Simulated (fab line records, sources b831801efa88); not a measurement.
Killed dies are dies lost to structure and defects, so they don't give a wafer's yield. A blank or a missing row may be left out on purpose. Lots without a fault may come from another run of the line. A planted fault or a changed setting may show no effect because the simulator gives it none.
A struck lot beside a sound one | flow sky130 | 14 steps out of a route of 708
Sound: wafers L411.3, L411.4, L411.6. Struck: wafers L408.1, L408.2, L408.4. The cause comes at the end.
At each step with rows: each side's tool, then ch and its chambers, then its first start. Under that, the readings that differ: sound wafers | struck wafers | difference of the means | sigmas: that difference in standard deviations of wafers without a fault.
alike: readings whose means differ by less than 2 such deviations, and words and numbers that are the same on both sides. not compared: withheld readings, readings that some wafer has no value for, bounds like >300 that may hide the same value, and numbers for which the record gives no deviation and whose values overlap.
The two part at a step that has a row with sigmas, a row that says differs or no value, or rows on one side only. Numbers that don't overlap but have no deviation are shown without sigmas and don't part them. A reading that every wafer of one side lacks parts them only if that side has two wafers or more.

first, 4 steps without rows for these wafers: SKY_VIA2_STRIP_16 (strips in O2/N2); SKY_VIA2_STRIP_17 (strips in post etch residue remover, time 1200 s); SKY_VIA2_CLEAN_18 (cleans in IPA, time 180 s); SKY_VIA2_CLEAN_19 (cleans in O3/DIW).
SKY_VIA2_SPUTTER_20: material TiN, target thk 20 nm, time 80 s.
  sound on pvd_sputter-01, day 42 13:36; struck on pvd_sputter-04, day 41 15:10
  alike: cathode_dc_power_W, chamber_pressure_pa, throttle_valve_pct
SKY_VIA2_CVD_21: deposits W, target thk 420 nm, time 126.4 s.
  sound on cvd_w-02 ch 0,1, day 42 13:43; struck on cvd_w-02 ch 0,1, day 41 15:13
  alike: heater_power_w
SKY_VIA2_RS_MEAS_22: measures by four-point-probe.
  sound on film_metro-03, day 42 13:50; struck on film_metro-03, day 41 15:21
  alike: VIA2_W_RS
SKY_VIA2_THK_MEAS_23: measures by xrf.
  sound on film_metro-03, day 42 13:56; struck on film_metro-03, day 41 15:28
  alike: VIA2_W_THK
SKY_VIA2_CMP_24: polishes, stops on SiO2, t overpolish 20 s, target thk 0 nm.
  sound on cmp-01 ch 0,1,2, day 42 14:17; struck on cmp-02 ch 1,2,3, day 41 15:35
  alike: motor_current_A, overpolish_run_s, time_to_endpoint_s
then, 1 step without rows for these wafers: SKY_METAL3_SPUTTER_00 (material Ti, target thk 15 nm, time 10 s).
SKY_METAL3_SPUTTER_01: material TiN, target thk 20 nm, time 16.7 s.
  sound on pvd_sputter-01, day 42 14:33; struck on pvd_sputter-01, day 41 15:51
  alike: cathode_dc_power_W, chamber_pressure_pa, throttle_valve_pct
then, 1 step without rows for these wafers: SKY_METAL3_SPUTTER_02 (material AlCu, target thk 735 nm, time 39.1 s).
SKY_METAL3_SPUTTER_03: material Ti, target thk 5 nm, time 3.3 s.
  sound on pvd_sputter-01, day 42 14:37; struck on pvd_sputter-01, day 41 15:55
  no value came back on the struck wafers for cathode_dc_power_W (W), chamber_pressure_pa (Pa), throttle_valve_pct (%); on the sound wafers cathode_dc_power_W (W) reads 3000.3 3000.0 3000.2
SKY_METAL3_SPUTTER_04: material TiN, target thk 70 nm, time 58.3 s.
  sound on pvd_sputter-01, day 42 14:38; struck on pvd_sputter-01, day 41 15:56
  alike: cathode_dc_power_W, chamber_pressure_pa, throttle_valve_pct

WHERE THEY PART
Only at SKY_METAL3_SPUTTER_03, within this record. Later steps at which nothing parts them and some readings are alike: SKY_METAL3_SPUTTER_04.

WHY: what the simulator had put in
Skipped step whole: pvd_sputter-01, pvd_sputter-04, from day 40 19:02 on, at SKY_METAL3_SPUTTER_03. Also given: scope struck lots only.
